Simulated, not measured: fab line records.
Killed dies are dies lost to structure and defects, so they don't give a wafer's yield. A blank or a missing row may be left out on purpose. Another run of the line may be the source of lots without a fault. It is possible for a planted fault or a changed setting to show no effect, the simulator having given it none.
Problem report, 8D (eight disciplines) form, completed by code + flow gf180mcu + the parts of the form that need people (team, actions taken, sign-off) are left out

1. WHAT WENT WRONG
Mean of heater power total W at GF_M5_PEB_05: 88.57 W across 6 wafers in 2 lots; on wafers with no fault it is 85.69 W (standard deviation 0.08). Measured from the usual mean, that is +36 standard deviations.
The step: peb time 90 s.
First seen on wafer L646.1, day 31 19:56, on litho track-04. At this step, 18 wafers from 6 lots have a number in the record. Rule for "out" (also "out of limits"): further than 4 standard deviations from the usual mean. Any other wafer with a number is counted as sound.

2. WHAT THIS IS AND IS NOT
| question                    | is                     | is not                                                             |
|-----------------------------|------------------------|--------------------------------------------------------------------|
| which readings at this step | heater power total W   | -                                                                  |
| which lots                  | L646, L648             | L632, L633, L639, L647                                             |
| which wafers of those lots  | all that have a number | -                                                                  |
| read on which tools         | litho track-04         | litho track-01, litho track-02                                     |
| when                        | from day 31 19:56      | up to then (9 sound wafers); but 3 sound wafers of L647 came after |

3. SUSPECTS, AND WHAT RULES EACH OUT
Counting: a tool at a process step up to the reading stays a suspect if it ran every lot that is out and no sound lot after the first of them.
- plasma asher-04 at GF_MIM_STRIP_20 (strips in O2/N2): kept. All lots that are out passed through it, beginning with L646 at day 31 02:45, and no sound lot followed; its final sound lot before that point was L632 at day 27 11:08.
- litho track-04 at GF_M5_PEB_05 (peb time 90 s): kept. All lots that are out passed through it, beginning with L646 at day 31 19:56, and no sound lot followed; its final sound lot before that point was L632 at day 28 07:10. Out on those wafers are its own readings of heater power total W.
Left after counting: plasma asher-04 at GF_MIM_STRIP_20, litho track-04 at GF_M5_PEB_05.

4. THE CAUSE (what the simulator had put in)
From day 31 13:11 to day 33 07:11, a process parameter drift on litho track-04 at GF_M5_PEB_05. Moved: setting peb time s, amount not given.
Of the 2 suspects that counting leaves, this tool is one.

5. SEQUENCE OF EFFECTS, ordered by route
Rows list readings where the struck wafers' mean (over those with a number) sits beyond 3 standard deviations from the usual. Only readings whose record carries a usual standard deviation are examined. hours: median over the lots of the time between each lot's start at the first step of this table that gives one and its start at this step. sigmas: the change, counted in usual standard deviations.
| hours | step         | reading              | usual   | on struck wafers | change | sigmas |
|-------|--------------|----------------------|---------|------------------|--------|--------|
| 0     | GF_M5_PEB_05 | heater power total W | 85.69 W | 88.57            | +2.88  | +36    |
Here are the process steps it includes:
- GF_M5_PEB_05: peb time 90 s.
Later measuring or inspecting steps at which every struck wafer that the step has a row for has a number for every such reading, and none has moved that far: GF_M5_CD_MEAS_07, GF_M5_OVL_MEAS_08.

6. WHAT WOULD HAVE CAUGHT IT SOONER
The fault began at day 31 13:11; the first out-of-limits reading in this record came at day 31 19:56, 7 hours later.
